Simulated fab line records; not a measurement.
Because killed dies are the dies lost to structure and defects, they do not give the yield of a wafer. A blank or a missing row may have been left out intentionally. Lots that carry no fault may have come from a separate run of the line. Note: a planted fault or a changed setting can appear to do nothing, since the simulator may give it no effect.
Chamber matching    flow sfqLine    4 sister chambers for SFQ_TRILAYER_I2_CMP_CMP_064 on cmp-02
The step polishes SiO2. 4 wafers are shown with their chamber, then 7 later ones without.

== WAFERS PAIRED WITH THEIR CHAMBERS ==
wafer   chamber  motorCurrentA (A)
L471.1  3        8.7
L484.3  0        11.4
L486.4  2        11.9
L486.3  1        10.4

== WAFERS WITH NO CHAMBER GIVEN ==
wafer   motorCurrentA (A)
L486.6  12.5
L489.1  9.8
L489.5  10.6
L489.6  8.5
L490.1  8.7
L490.2  10.8
L490.6  10.3

== EACH ONE'S CHAMBER ==
wafer    from the rows above            in truth
L486.6   can't be placed: 2 or 0        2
L489.1   can't be placed: 1 or 3        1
L489.5   can't be placed: 1 or 0        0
L489.6   3                              3
L490.1   3                              3
L490.2   can't be placed: 1 or 0 or 2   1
L490.6   1                              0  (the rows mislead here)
Correct placement for 2 of the 7. Unplaceable from these rows: 4, with the true chamber sitting among the candidates in 4. Placed wrongly: 1.
How it was worked out, from the rows above alone: a wafer's distance from a chamber is the root of the sum, over the readings, of the square of ((its reading less the chamber's mean) divided by the reading's scatter). If the next closest chamber is less than 2 further off than the closest, the wafer can't be placed; otherwise it belongs to the closest. Each chamber's mean is taken over the wafers shown for it. The scatter (one wafer shown for each chamber): square how far every hidden wafer sits from the nearest shown wafer, average those squares and take the square root.
